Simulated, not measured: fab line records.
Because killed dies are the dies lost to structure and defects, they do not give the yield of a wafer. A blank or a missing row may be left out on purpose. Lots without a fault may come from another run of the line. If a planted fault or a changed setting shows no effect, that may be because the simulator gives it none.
fab line records	flow sky130
record lots=6	wafers=18	last_day=50
route steps=708 shown VT_ADJUST_HVTP@93 VT_ADJUST_LVTN@97 PAD_OPEN@708
lots untouched by any fault: they come from a run of this same line in which no faults occurred
start_h: hours from the record's first day to the start of the lot's first wafer shown	wait_h: time in hours since the lot's previous step	" repeats the value in the row above	L1.1+2: a row that stands for several wafers	- no value, or no start given	* or withheld: withheld	< > ~ a bound
route shown NAME@n: names a module that has steps shown in the file, with the first one's number in the route	usual: mean/standard deviation taken from wafers without a fault	same: alike in all rows	chamber/n: place in a boat	sites: per-site readings	_std_site: how widely they spread, as a standard deviation	_edge_site: mean of outer sites minus mean of inner sites	radius_mm: for every site, how far away it sits from the centre of the wafer	mask NAME#n: copy n	behind: tool/chamber where the wafer was last shaped	hold: cause of the lot's hold/its duration in hours/its outcome	device: names the non-switching transistor (n, p or np)	end of line: tests run on the same wafers once the route is complete	a step with no rows: only its recipe	killed: dies lost to structure and defects at the first sort, not the wafer's yield	map: shows each die of a wafer: x if killed, . if not, _ if none is there
set.NAME: the run value of the setting; set.NAME@STEP: its run value at that earlier step	model.NAME: the simulator's own value behind a step, which no gauge read
lots at some steps of the route; a table a step, a row a wafer
services: the hour from which a tool's chamber was out of use, counted from the record's first day as start_h (under 0 if before that day), plus the number of hours and why
## steps
# step SKY_VT_ADJUST_HVTP_OVL_MEAS_08
# usual VT_ADJUST_HVTP_OVL=-0.3/1.3
lot.wafer	tool	chamber	start_h	wait_h	VT_ADJUST_HVTP_OVL[nm]
L166.2	overlay-02	-	153.58	0.1	-2.3
L166.3	"	-	"	"	-1.3
L166.4	"	-	"	"	-1.0
L171.1	overlay-02	-	177.50	0.1	-0.9
L171.2	"	-	"	"	-1.5
L171.3	"	-	"	"	-0.8
L176.2	overlay-01	-	208.03	0.1	-0.7
L176.3	"	-	"	"	-0.9
L176.4	"	-	"	"	-0.6
L177.2	overlay-02	-	214.38	0.1	0.7
L177.3	"	-	"	"	-1.5
L177.6	"	-	"	"	-1.5
L183.2	overlay-02	-	259.78	0.1	1.8
L183.3	"	-	"	"	-0.6
L183.4	"	-	"	"	1.3
L185.2	overlay-02	-	269.17	0.1	2.3
L185.3	"	-	"	"	1.6
L185.5	"	-	"	"	0.3
# step SKY_VT_ADJUST_HVTP_IMPLANT_09
# recipe species=As	energy_kev=150	dose_cm2=4.3e+12	tilt_deg=withheld
# step SKY_VT_ADJUST_HVTP_STRIP_10
# recipe chemistry=O2/N2	power_w=1400	pressure_mtorr=1500	platen_temp_c=withheld	o2_flow_sccm=3000	n2_flow_sccm=300	overash_fraction=0.5
# usual drypump_motor_current_A=5.7/0.42	oes_product_au=0.716/0.0044	strip_time_to_endpoint_s=14.18/0.042
# same overash_fraction=0.5
lot.wafer	tool	chamber	start_h	wait_h	drypump_motor_current_A	oes_product_au	rf_hours_counter_h	strip_time_to_endpoint_s
L166.2	plasma_asher-02	0	153.76	0.1	5.6	0.714	52	14.19
L166.3	"	1	"	"	5.2	0.715	-	14.23
L166.4	"	0	"	"	5.6	0.716	-	14.16
L171.1	plasma_asher-01	1	177.68	0.1	5.3	0.715	37	14.17
L171.2	"	0	"	"	6.0	0.711	37	14.19
L171.3	"	1	"	"	5.3	0.709	-	14.18
L176.2	plasma_asher-04	1	208.21	0.1	6.5	0.720	9	14.15
L176.3	"	1	"	"	6.5	0.721	-	14.18
L176.4	"	0	"	"	6.0	0.714	-	14.19
L177.2	plasma_asher-04	0	214.56	0.1	6.0	0.707	9	14.20
L177.3	"	0	"	"	6.0	0.719	-	14.22
L177.6	"	0	"	"	6.0	0.713	-	14.19
L183.2	plasma_asher-01	0	259.96	0.1	6.0	0.713	44	14.26
L183.3	"	0	"	"	6.0	0.719	-	14.24
L183.4	"	1	"	"	5.3	0.717	-	14.30
L185.2	plasma_asher-04	1	269.35	0.1	6.5	0.719	15	14.18
L185.3	"	1	"	"	6.5	0.715	-	14.19
L185.5	"	0	"	"	6.0	0.712	-	14.23
# step SKY_VT_ADJUST_HVTP_TW_MEAS_11
# usual VT_ADJUST_HVTP_TW=1337/15
lot.wafer	tool	chamber	start_h	wait_h	VT_ADJUST_HVTP_TW
L166.2	film_metro-01	-	153.87	0.1	1335
L166.3	"	-	"	"	1339
L166.4	"	-	"	"	1346
L171.1	film_metro-01	-	177.78	0.1	1338
L171.2	"	-	"	"	1338
L171.3	"	-	"	"	1338
L176.2	film_metro-02	-	208.32	0.1	1364
L176.3	"	-	"	"	1359
L176.4	"	-	"	"	1356
L177.2	film_metro-02	-	214.67	0.1	1352
L177.3	"	-	"	"	1365
L177.6	"	-	"	"	1359
L183.2	film_metro-01	-	260.07	0.1	1327
L183.3	"	-	"	"	1334
L183.4	"	-	"	"	1327
L185.2	film_metro-01	-	269.46	0.1	1323
L185.3	"	-	"	"	1325
L185.5	"	-	"	"	1319
# step SKY_VT_ADJUST_LVTN_DEHYDRATE_00
# recipe temp_c=200	time_s=60
# step SKY_VT_ADJUST_LVTN_HMDS_01
# recipe prime_time_s=60	prime_temp_c=120
# step SKY_VT_ADJUST_LVTN_COAT_02
# recipe spin_rpm=2000	resist_thk_nm=3000
# step SKY_VT_ADJUST_LVTN_SOFTBAKE_03
# recipe temp_c=110	time_s=withheld
# step SKY_VT_ADJUST_LVTN_EXPOSE_04
# recipe mask_id=NWM_COMPLEMENT_LESS_NATIVE	na=0.6	source_shape=conventional	sigma_outer=0.6	polarization=unpolarized	target_cd_nm=840	dose_mj=194
# step SKY_VT_ADJUST_LVTN_PEB_05
# recipe temp_c=115	time_s=withheld
# step SKY_VT_ADJUST_LVTN_DEVELOP_06
# recipe wall_angle_deg=90	developer=TMAH	develop_time_s=60	dev_temp_c=23
# step SKY_VT_ADJUST_LVTN_OVL_MEAS_07
# usual VT_ADJUST_LVTN_OVL=-0.3/1.2
lot.wafer	tool	chamber	start_h	wait_h	VT_ADJUST_LVTN_OVL[nm]
L166.2	overlay-01	-	173.16	-	-1.5
L166.3	"	-	"	"	0.3
L166.4	"	-	"	"	-1.7
L171.1	overlay-01	-	198.61	-	-0.7
L171.2	"	-	"	"	-0.3
L171.3	"	-	"	"	-0.3
L176.2	overlay-02	-	229.59	-	-2.1
L176.3	"	-	"	"	-1.4
L176.4	"	-	"	"	1.1
L177.2	overlay-02	-	237.41	-	0.1
L177.3	"	-	"	"	2.7
L177.6	"	-	"	"	1.1
L183.2	overlay-01	-	284.01	-	-0.7
L183.3	"	-	"	"	0.2
L183.4	"	-	"	"	-1.7
L185.2	overlay-01	-	293.71	-	-0.3
L185.3	"	-	"	"	1.5
L185.5	"	-	"	"	1.2
# step SKY_VT_ADJUST_LVTN_IMPLANT_08
# recipe species=B	energy_kev=30	dose_cm2=1.57e+12	tilt_deg=withheld
# usual beam_energy_keV=30.000/0.0093	dose_ions_cm2=1.5698e+12/1.8e+09	faraday_current_uA=8.87/0.18
lot.wafer	tool	chamber	start_h	wait_h	beam_energy_keV	dose_ions_cm2	faraday_current_uA
L166.2	implanter-04	0	173.21	0.0	29.997	1.5699e+12	8.91
L166.3	"	0	"	"	29.999	1.5693e+12	8.54
L166.4	"	0	"	"	30.013	1.5694e+12	8.79
L171.1	implanter-02	0	198.65	0.0	30.010	1.5686e+12	9.08
L171.2	"	0	"	"	30.006	1.5726e+12	8.90
L171.3	"	0	"	"	30.001	1.5712e+12	9.08
L176.2	implanter-02	0	229.64	0.0	29.999	1.2496e+12	7.06
L176.3	"	0	"	"	30.003	1.2517e+12	7.12
L176.4	"	0	"	"	30.001	1.2492e+12	7.19
L177.2	implanter-02	0	237.46	0.0	30.006	1.2471e+12	7.01
L177.3	"	0	"	"	30.000	1.2493e+12	7.08
L177.6	"	0	"	"	29.994	1.2484e+12	6.97
L183.2	implanter-04	0	284.06	0.0	30.009	1.5697e+12	8.60
L183.3	"	0	"	"	30.005	1.5685e+12	8.83
L183.4	"	0	"	"	30.008	1.5682e+12	8.76
L185.2	implanter-04	0	293.76	0.0	29.996	1.5696e+12	8.80
L185.3	"	0	"	"	30.015	1.5705e+12	8.77
L185.5	"	0	"	"	29.996	1.5687e+12	8.86
# step SKY_VT_ADJUST_LVTN_STRIP_09
# recipe chemistry=O2/N2	power_w=1400	pressure_mtorr=1500	platen_temp_c=withheld	o2_flow_sccm=3000	n2_flow_sccm=300	overash_fraction=0.5
# usual drypump_motor_current_A=5.4/0.45	oes_product_au=0.722/0.005	strip_time_to_endpoint_s=36.92/0.087
# same overash_fraction=0.5
lot.wafer	tool	chamber	start_h	wait_h	drypump_motor_current_A	oes_product_au	rf_hours_counter_h	strip_time_to_endpoint_s
L166.2	plasma_asher-01	1	173.34	0.1	5.3	0.717	36	36.80
L166.3	"	0	"	"	6.0	0.721	-	36.88
L166.4	"	1	"	"	5.3	0.727	-	36.81
L171.1	plasma_asher-03	0	198.80	0.1	4.7	0.717	54	36.92
L171.2	"	1	"	"	5.9	0.722	54	36.94
L171.3	"	1	"	"	5.9	0.722	-	36.93
L176.2	plasma_asher-02	0	229.77	0.1	5.6	0.719	59	36.90
L176.3	"	0	"	"	5.6	0.722	-	36.93
L176.4	"	1	"	"	5.3	0.731	-	37.03
L177.2	plasma_asher-03	1	237.59	0.1	5.9	0.724	58	37.02
L177.3	"	0	"	"	4.7	0.720	-	36.96
L177.6	"	1	"	"	5.9	0.708	-	36.93
L183.2	plasma_asher-02	1	284.19	0.1	5.3	0.719	64	36.76
L183.3	"	0	"	"	5.6	0.723	-	37.00
L183.4	"	1	"	"	5.2	0.718	-	36.87
L185.2	plasma_asher-03	1	293.89	0.1	5.9	0.729	64	36.81
L185.3	"	0	"	"	4.7	0.723	-	36.79
L185.5	"	1	"	"	5.9	0.717	-	36.83
# step SKY_VT_ADJUST_LVTN_TW_MEAS_10
# usual VT_ADJUST_LVTN_TW=238.1/1.5
lot.wafer	tool	chamber	start_h	wait_h	VT_ADJUST_LVTN_TW
L166.2	film_metro-04	-	173.45	0.1	240.2
L166.3	"	-	"	"	239.6
L166.4	"	-	"	"	241.1
L171.1	film_metro-04	-	198.90	0.1	240.3
L171.2	"	-	"	"	239.5
L171.3	"	-	"	"	240.6
L176.2	film_metro-03	-	229.88	0.1	220.0
L176.3	"	-	"	"	220.4
L176.4	"	-	"	"	220.4
L177.2	film_metro-03	-	237.70	0.1	220.5
L177.3	"	-	"	"	220.6
L177.6	"	-	"	"	221.1
L183.2	film_metro-03	-	284.30	0.1	238.5
L183.3	"	-	"	"	237.7
L183.4	"	-	"	"	238.4
L185.2	film_metro-03	-	294.00	0.1	235.6
L185.3	"	-	"	"	237.7
L185.5	"	-	"	"	236.8
# step SKY_VT_ADJUST_LVTN_DEHYDRATE_11
# recipe temp_c=200	time_s=60
# step SKY_PAD_OPEN_PROBE_99
# usual killed_at_M0_to_M3=43/6.5	killed_at_M4_up=3.3/2	killed_at_contacts=24/5.2	killed_at_front_end=16/4.2	killed_at_other=0.3/0.6	killed_dies=87/9.3	killed_open=47/7.8	killed_short=39/6.2
# same gross_dies=492	killed_at_back_side=0
lot.wafer	tool	chamber	start_h	wait_h	killed_at_M0_to_M3	killed_at_M4_up	killed_at_contacts	killed_at_front_end	killed_at_other	killed_dies	killed_open	killed_short	model.etest.nfet_01v8_lvt.body_rise_v
L166.2	prober-02	-	1105.63	0.1	41	1	29	14	0	85	52	33	0.146
L166.3	prober-02	-	1105.68	0.2	53	3	26	15	0	97	56	40	0.1463
L166.4	prober-02	-	1105.73	0.2	40	6	19	12	0	77	49	28	0.1455
L171.1	prober-02	-	1128.92	0.1	40	1	26	7	0	74	43	31	0.1467
L171.2	prober-02	-	1128.97	0.1	39	5	25	13	0	82	41	41	0.1447
L171.3	prober-02	-	1129.02	0.2	36	2	30	14	1	83	49	34	0.1484
L176.2	prober-01	-	1148.26	0.1	47	6	9	7	0	69	32	37	0.1398
L176.3	prober-01	-	1148.31	0.2	34	4	21	10	1	70	41	28	0.1431
L176.4	prober-01	-	1148.36	0.2	41	0	20	19	2	82	45	37	0.1404
L177.2	prober-02	-	1150.39	0.1	51	4	29	12	0	96	40	56	0.143
L177.3	prober-02	-	1150.44	0.2	45	1	23	25	1	95	54	41	0.1428
L177.6	prober-02	-	1150.59	0.2	38	4	23	17	0	82	36	45	0.1456
L183.2	prober-02	-	1190.57	0.1	42	2	28	11	0	83	52	30	0.1481
L183.3	prober-02	-	1190.62	0.2	38	2	20	22	1	83	46	35	0.147
L183.4	prober-02	-	1190.67	0.2	49	2	29	20	1	101	53	48	0.1482
L185.2	prober-02	-	1193.14	0.1	41	2	36	18	0	97	57	40	0.1468
L185.3	prober-02	-	1193.19	0.2	45	4	17	20	0	86	47	39	0.1503
L185.5	prober-02	-	1193.29	0.2	48	2	25	15	0	90	55	35	0.1494
# killed by level:class
L166.2 CONTACT:geometric_particle:open=12 VIA3:geometric_particle:open=11 LI_CONTACT:geometric_particle:open=7 VIA1:geometric_particle:open=7 VIA2:geometric_particle:short=6 CONTACT:geometric_particle:short=5 VIA2:geometric_particle:open=4 FIELD_ISO:geometric_particle:open=3
L166.3 CONTACT:geometric_particle:open=12 VIA1:geometric_particle:open=12 VIA2:geometric_particle:open=10 METAL2:geometric_particle:short=7 METAL1:geometric_particle:short=6 FIELD_ISO:geometric_particle:open=4 LI_CONTACT:geometric_particle:open=4 CONTACT:geometric_particle:short=4
L166.4 VIA1:geometric_particle:open=8 VIA3:geometric_particle:open=8 CONTACT:geometric_particle:open=7 LI_CONTACT:geometric_particle:open=6 VIA2:geometric_particle:open=5 FIELD_ISO:geometric_particle:open=4 METAL1:geometric_particle:short=4 POLY_GATE:geometric_particle:short=3
L171.1 VIA1:geometric_particle:open=11 LI_CONTACT:geometric_particle:open=8 VIA2:geometric_particle:open=7 CONTACT:geometric_particle:open=6 VIA3:geometric_particle:short=5 LOCAL_INTERCONNECT:geometric_particle:short=4 LI_CONTACT:geometric_particle:short=3 CONTACT:geometric_particle:short=3
L171.2 METAL2:geometric_particle:short=9 LI_CONTACT:geometric_particle:open=8 POLY_GATE:geometric_particle:open=6 LOCAL_INTERCONNECT:geometric_particle:short=5 CONTACT:geometric_particle:open=5 VIA1:geometric_particle:open=5 CONTACT:geometric_particle:short=4 VIA1:geometric_particle:short=4
L171.3 CONTACT:geometric_particle:open=10 VIA1:geometric_particle:open=9 LI_CONTACT:geometric_particle:open=6 LOCAL_INTERCONNECT:geometric_particle:short=6 CONTACT:geometric_particle:short=6 METAL1:geometric_particle:short=5 VIA2:geometric_particle:open=5 POLY_GATE:geometric_particle:open=4
L176.2 VIA1:geometric_particle:open=10 METAL1:geometric_particle:short=7 VIA2:geometric_particle:short=6 VIA2:geometric_particle:open=6 VIA1:geometric_particle:short=5 VIA3:geometric_particle:short=5 LI_CONTACT:geometric_particle:open=4 METAL4:geometric_particle:short=4
L176.3 CONTACT:geometric_particle:open=10 VIA1:geometric_particle:open=9 METAL1:geometric_particle:short=6 LI_CONTACT:geometric_particle:open=5 METAL2:geometric_particle:short=5 VIA2:geometric_particle:open=4 FIELD_ISO:geometric_particle:open=3 POLY_GATE:geometric_particle:open=3
L176.4 VIA1:geometric_particle:open=11 POLY_GATE:geometric_particle:open=7 CONTACT:geometric_particle:open=7 POLY_GATE:geometric_particle:short=6 LI_CONTACT:geometric_particle:open=5 METAL3:geometric_particle:short=4 LI_CONTACT:geometric_particle:short=4 METAL1:geometric_particle:short=4
L177.2 VIA1:geometric_particle:open=12 METAL2:geometric_particle:short=9 METAL1:geometric_particle:short=8 CONTACT:geometric_particle:open=7 VIA3:geometric_particle:open=7 LI_CONTACT:geometric_particle:open=7 CONTACT:geometric_particle:short=6 POLY_GATE:geometric_particle:short=5
L177.3 CONTACT:geometric_particle:open=9 VIA1:geometric_particle:open=9 POLY_GATE:geometric_particle:open=8 METAL1:geometric_particle:short=8 POLY_GATE:geometric_particle:short=7 LI_CONTACT:geometric_particle:open=7 VIA1:geometric_particle:short=5 VIA2:geometric_particle:open=5
L177.6 CONTACT:geometric_particle:open=9 VIA1:geometric_particle:short=8 FIELD_ISO:geometric_particle:short=7 VIA1:geometric_particle:open=7 METAL1:geometric_particle:short=6 LI_CONTACT:geometric_particle:open=5 VIA3:geometric_particle:open=5 METAL2:geometric_particle:short=5
L183.2 CONTACT:geometric_particle:open=10 VIA2:geometric_particle:open=8 VIA1:geometric_particle:open=8 LI_CONTACT:geometric_particle:open=7 VIA3:geometric_particle:open=7 CONTACT:geometric_particle:short=5 VIA1:geometric_particle:short=5 METAL2:geometric_particle:short=5
L183.3 VIA1:geometric_particle:open=11 POLY_GATE:geometric_particle:short=7 POLY_GATE:geometric_particle:open=6 CONTACT:geometric_particle:open=6 VIA2:geometric_particle:open=5 LI_CONTACT:geometric_particle:open=5 CONTACT:geometric_particle:short=5 VIA3:geometric_particle:open=5
L183.4 VIA2:geometric_particle:open=8 LI_CONTACT:geometric_particle:open=7 CONTACT:geometric_particle:short=7 CONTACT:geometric_particle:open=7 VIA1:geometric_particle:open=7 POLY_GATE:geometric_particle:open=6 METAL2:geometric_particle:short=6 VIA3:geometric_particle:open=6
L185.2 LI_CONTACT:geometric_particle:open=13 CONTACT:geometric_particle:open=12 LOCAL_INTERCONNECT:geometric_particle:short=7 METAL1:geometric_particle:short=7 FIELD_ISO:geometric_particle:open=6 METAL2:geometric_particle:open=5 VIA3:geometric_particle:open=5 FIELD_ISO:geometric_particle:short=4
L185.3 VIA1:geometric_particle:open=9 CONTACT:geometric_particle:open=7 VIA1:geometric_particle:short=7 VIA2:geometric_particle:open=6 VIA3:geometric_particle:open=6 FIELD_ISO:geometric_particle:short=5 FIELD_ISO:geometric_particle:open=5 POLY_GATE:geometric_particle:open=5
L185.5 CONTACT:geometric_particle:open=12 VIA3:geometric_particle:open=9 VIA1:geometric_particle:open=8 FIELD_ISO:geometric_particle:open=6 LI_CONTACT:geometric_particle:open=6 VIA1:geometric_particle:short=6 VIA2:geometric_particle:open=6 METAL1:geometric_particle:short=5
## services
tool	chamber	start_h	hours	kind
plasma_asher-03	-	145.03	2.8	pm
plasma_asher-02	-	168.98	0.7	repair
plasma_asher-04	-	203.15	1.4	repair
plasma_asher-01	-	221.84	5.4	repair
implanter-02	-	230.42	0.7	repair
implanter-04	-	242.79	31.9	pm
implanter-02	-	263.12	2.7	pm
implanter-04	-	274.68	3.3	pm
plasma_asher-01	-	292.93	46.3	repair
## key
first_sign step=SKY_VT_ADJUST_LVTN_IMPLANT_08	reading=dose_ions_cm2	direction=down	sigmas=99+	usual=*	struck=*
effect step=SKY_VT_ADJUST_LVTN_IMPLANT_08	reading=faraday_current_uA	direction=down	sigmas=10	usual=8.87	struck=7.07
effect step=SKY_VT_ADJUST_LVTN_TW_MEAS_10	reading=VT_ADJUST_LVTN_TW	direction=down	sigmas=11	usual=238.1	struck=220.5
model_effect step=SKY_PAD_OPEN_PROBE_99	value=etest.nfet_01v8_lvt.body_rise_v	without=0.1472	struck=0.1424
met_at SKY_VT_ADJUST_LVTN_IMPLANT_08
struck_wafers L176.2,L176.3,L176.4,L177.2,L177.3,L177.6
tester_left_out L176,L177
onset_between 198.65 229.64
fault kind=process_parameter_drift	tool=implanter-02	chamber=-	onset_h=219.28	steps=SKY_VT_ADJUST_LVTN_IMPLANT_08	channel=dose_cm2	offset=*	shape=step	end_h=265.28	acts_in=*	stated=*
# tester_left_out: of these lots the tester's yield and bins aren't shown, on N5 and GAA mostly nor the transistor test; their killed dies are dies lost to structure and defects alone, not to doping, threshold or leakage, so they don't give the yield
